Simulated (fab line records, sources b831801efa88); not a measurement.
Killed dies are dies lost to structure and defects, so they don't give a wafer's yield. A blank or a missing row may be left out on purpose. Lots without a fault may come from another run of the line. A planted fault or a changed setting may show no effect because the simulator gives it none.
Which tool did it? | flow sky130 | 14 lots, 42 wafers sampled, at 5 steps of a route of 708

WHAT THE GAUGES READ, wafer by wafer
SKY_POLY_CUT_OVL_MEAS_09.
lot  | measured     | on         | POLY_CUT_OVL (nm)
L774 | day 25 06:46 | overlay-02 | 9 -6 -6
L777 | day 26 11:41 | overlay-01 | -4 -11 -3
L780 | day 27 13:38 | overlay-01 | -6 5 0
L781 | day 28 00:34 | overlay-01 | 4 -1 -2
L782 | day 28 02:46 | overlay-01 | -9 -5 -7
L783 | day 28 12:23 | overlay-01 | 1 -2 3
L785 | day 29 01:59 | overlay-01 | -9 -8 -8
L789 | day 30 09:43 | overlay-02 | -6 -12 -6
L791 | day 31 10:08 | overlay-01 | 1 -4 3
L792 | day 31 12:40 | overlay-02 | 2 0 7
L793 | day 31 15:32 | overlay-02 | -1 2 4
L794 | day 31 21:41 | overlay-02 | 0 1 6
L795 | day 32 10:43 | overlay-02 | -6 -11 -18
L796 | day 32 19:32 | overlay-01 | 0 7 1

SKY_SD_N_OVL_MEAS_08.
lot  | measured     | on         | SD_N_OVL (nm)
L774 | day 28 23:29 | overlay-02 | -0.1 0.8 0.5
L777 | day 30 05:24 | overlay-02 | -0.4 -1.5 -0.8
L780 | day 31 03:23 | overlay-02 | -1.0 -1.2 -0.1
L781 | day 31 13:38 | overlay-02 | -0.1 0.1 -1.0
L782 | day 31 15:23 | overlay-01 | 0.7 1.6 1.6
L783 | day 32 00:32 | overlay-01 | -0.1 -0.1 -0.6
L785 | day 32 15:26 | overlay-01 | -2.4 0.2 1.5
L789 | day 33 20:30 | overlay-01 | 3.0 2.1 2.2
L791 | day 34 20:44 | overlay-02 | -3.2 -1.9 -2.8
L792 | day 34 22:32 | overlay-01 | 0.2 0.1 1.4
L793 | day 35 01:29 | overlay-01 | 1.2 -1.0 0.6
L794 | day 35 07:50 | overlay-01 | 0.1 0.8 0.1
L795 | day 35 20:44 | overlay-01 | 1.5 -0.2 -1.1
L796 | day 36 04:54 | overlay-02 | -0.9 -2.3 0.8

SKY_SD_N_RS_MEAS_16: measures by four-point-probe.
lot  | measured     | on            | SD_N_RS (ohm/sq)
L774 | day 29 00:14 | film_metro-01 | 68.40 68.49 68.51
L777 | day 30 06:09 | film_metro-03 | 68.62 68.58 68.64
L780 | day 31 04:06 | film_metro-04 | 68.45 68.37 68.66
L781 | day 31 14:23 | film_metro-04 | 68.42 68.61 68.41
L782 | day 31 16:06 | film_metro-03 | 68.55 68.59 68.49
L783 | day 32 01:17 | film_metro-04 | 68.62 68.47 68.50
L785 | day 32 16:20 | film_metro-01 | 68.38 68.27 68.48
L789 | day 33 21:13 | film_metro-01 | 68.37 68.42 68.34
L791 | day 34 21:29 | film_metro-01 | 68.40 68.52 68.45
L792 | day 34 23:17 | film_metro-04 | 68.58 68.49 68.36
L793 | day 35 02:12 | film_metro-04 | 68.49 68.28 68.42
L794 | day 35 08:33 | film_metro-04 | 68.60 68.62 68.48
L795 | day 35 21:28 | film_metro-04 | 68.72 68.76 68.80
L796 | day 36 05:38 | film_metro-01 | 68.47 68.41 68.50

SKY_LI_CONTACT_BOW_MEAS_03.
lot  | measured     | on            | LI_CONTACT_BOW (um)
L774 | day 29 01:05 | film_metro-04 | 56 69 57
L777 | day 30 06:59 | film_metro-03 | 61 51 55
L780 | day 31 04:56 | film_metro-03 | 51 51 48
L781 | day 31 15:14 | film_metro-03 | 50 50 53
L782 | day 31 16:56 | film_metro-03 | 51 40 38 - - -
L783 | day 32 02:22 | film_metro-03 | 50 59 49
L785 | day 32 17:11 | film_metro-03 | 53 53 66
L789 | day 33 22:04 | film_metro-03 | 64 48 47
L791 | day 34 22:20 | film_metro-04 | 58 72 54
L792 | day 35 00:08 | film_metro-03 | 49 53 65
L793 | day 35 03:02 | film_metro-01 | 60 62 52
L794 | day 35 09:41 | film_metro-01 | 56 51 55
L795 | day 35 22:18 | film_metro-04 | 47 52 60
L796 | day 36 06:29 | film_metro-01 | 48 68 51

WHICH TOOL RAN EACH LOT (tool, then ch and the chambers of the sampled wafers, then the start)
lot  | SKY_SD_N_STRIP_11
L774 | plasma_asher-04 ch 0,1, day 28 23:51
L777 | plasma_asher-02 ch 0,1, day 30 05:46
L780 | plasma_asher-01 ch 0, day 31 03:43
L781 | plasma_asher-04 ch 0,1, day 31 14:00
L782 | plasma_asher-04 ch 0,1, day 31 15:43
L783 | plasma_asher-04 ch 0,1, day 32 00:52
L785 | plasma_asher-02 ch 0,1, day 32 15:46
L789 | plasma_asher-02 ch 0,1, day 33 20:50
L791 | plasma_asher-02 ch 0,1, day 34 21:06
L792 | plasma_asher-02 ch 0,1, day 34 22:52
L793 | plasma_asher-04 ch 0,1, day 35 01:49
L794 | plasma_asher-01 ch 1, day 35 08:10
L795 | plasma_asher-02 ch 0,1, day 35 21:04
L796 | plasma_asher-02 ch 0,1, day 36 05:14
- SKY_SD_N_STRIP_11: strips in O2/N2.

WHAT THE TOOLS THEMSELVES READ (means of the sampled wafers that have a number; where no wafer has one, the mark that the record gives instead)
SKY_SD_N_STRIP_11.
lot  | tool            | chamber_pressure_mTorr (mTorr) | drypump_motor_current_A (A) | n2_flow_sccm (sccm) | oes_product_au (a.u.) | strip_time_to_endpoint_s (s)
L774 | plasma_asher-04 | 1499.2                         | 5.4                         | 299.7               | 0.526                 | 22.59
L777 | plasma_asher-02 | 1499.4                         | 5.8                         | 299.7               | 0.519                 | 22.56
L780 | plasma_asher-01 | 1501.3                         | 6.0                         | 300.3               | 0.522                 | 22.52
L781 | plasma_asher-04 | -                              | -                           | -                   | -                     | -
L782 | plasma_asher-04 | -                              | -                           | -                   | -                     | -
L783 | plasma_asher-04 | 1500.6                         | 5.6                         | 299.9               | 0.528                 | 22.49
L785 | plasma_asher-02 | 1501.1                         | 5.9                         | 299.2               | 0.527                 | 22.58
L789 | plasma_asher-02 | 1500.6                         | 5.9                         | 299.1               | 0.528                 | 22.55
L791 | plasma_asher-02 | 1500.2                         | 5.8                         | 300.1               | 0.528                 | 22.57
L792 | plasma_asher-02 | 1500.3                         | 5.9                         | 299.7               | 0.527                 | 22.59
L793 | plasma_asher-04 | 1499.5                         | 5.4                         | 300.1               | 0.526                 | 22.50
L794 | plasma_asher-01 | 1499.7                         | 5.8                         | 300.3               | 0.529                 | 22.58
L795 | plasma_asher-02 | 1500.7                         | 5.9                         | 300.6               | 0.526                 | 22.53
L796 | plasma_asher-02 | 1499.4                         | 5.9                         | 300.2               | 0.527                 | 22.54

THE ANSWER, worked out from the rows above alone
Rule: what is usual is taken from the lots themselves. Put in order of their means at a reading, lots are off if they are a third of the lots or fewer, leave a main group of 4 or more, and stand apart from it by a gap of 3 or more times the standard deviation of the main group's means; of several such gaps the widest counts. A main group whose means are all the same, to the digits that the tables above print for the reading, isn't used. A lot without any number at a reading at which 4 lots or more have one is off too. The other lots that the step has rows for count as sound. The gauges are gone through in route order, then the tools' own readings, and for those a lot's mean is taken as printed above. The first step at which some lot is off is used, and at that step the reading that is off furthest; a lot without a number counts as furthest.
Off: L781, L782, at SKY_SD_N_STRIP_11 (chamber_pressure_mTorr). Without a number there: L781, L782. The main group: mean 1500.2 mTorr, standard deviation 0.68.
A tool fits if, at that step or a process step before it, it ran every lot that is off, and no sound lot after the first of them. None of those tried fits.

WHAT THE SIMULATOR HAD PUT IN
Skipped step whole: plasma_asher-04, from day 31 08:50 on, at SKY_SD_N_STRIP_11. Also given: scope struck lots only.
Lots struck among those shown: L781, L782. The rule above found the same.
